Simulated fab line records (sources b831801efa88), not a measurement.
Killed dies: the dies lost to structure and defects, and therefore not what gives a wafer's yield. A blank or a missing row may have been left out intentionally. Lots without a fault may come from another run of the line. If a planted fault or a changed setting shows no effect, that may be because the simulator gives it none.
One fault through the eyes of 2 desks -- flow gf180mcu -- each desk has only its own numbers; what lay behind them comes last

THE METROLOGY DESK
What the gauges read for every lot (on any tool): the sampled wafers with a number, averaged. Marked OUT: a lot whose mean sits more than 4 standard deviations from the usual mean, which makes it out of limits; the brackets give that distance.
Columns: A = V5_BOW at GF_V5_BOW_MEAS_05, usual 134 um; B = TOP_METAL_ALCU_RS at GF_TOP_METAL_RS_MEAS_05, usual 0.03251 ohm/sq
lot,first seen here,A,B
L162,day 26 03:05,139,0.03262
L163,day 26 13:03,130,0.03267
L164,day 27 05:04,132,0.03294
L172,day 29 15:43,142,0.03248
L177,day 31 01:21,127,0.03252
L180,day 31 13:38,139,0.03234
L181,day 31 21:07,150,0.03262
L182,day 32 01:45,122,0.03245
L183,day 32 12:19,139,0.03248
L184,day 32 17:20,126,0.03227
L185,day 32 19:08,141,0.03270
This desk found nothing out of limits on any of the 11 lots.

FOR THE TOOL OWNER'S DESK: cmp-02
The tool's own readings at GF_V5_CMP_04 (polishes SiO2): means of the sampled wafers that have a number, for each lot that ran on this tool. Marked OUT: a lot whose mean sits more than 4 standard deviations from the usual mean, which makes it out of limits; the brackets give that distance.
Columns: A = edgeZonePressureFrac at GF_V5_CMP_04, usual 1.000; B = headPressurePsi at GF_V5_CMP_04, usual 4.000 psi; C = motorCurrentA at GF_V5_CMP_04, usual 12.0 A
lot,first seen here,A,B,C
L163,day 26 12:44,0.995,3.997,12.1
L164,day 27 04:43,0.996,4.002,11.1
L172,day 29 15:21,0.998,3.997,11.8
L184,day 32 17:02,1.001,4.004,12.1
L185,day 32 18:53,1.001,4.007,11.2
This desk found nothing out of limits on any of the 5 lots.

PUT TOGETHER
The metrology desk saw nothing out of limits.
The tool owner's desk saw nothing out of limits.

WHAT WAS PUT IN BY THE SIMULATOR
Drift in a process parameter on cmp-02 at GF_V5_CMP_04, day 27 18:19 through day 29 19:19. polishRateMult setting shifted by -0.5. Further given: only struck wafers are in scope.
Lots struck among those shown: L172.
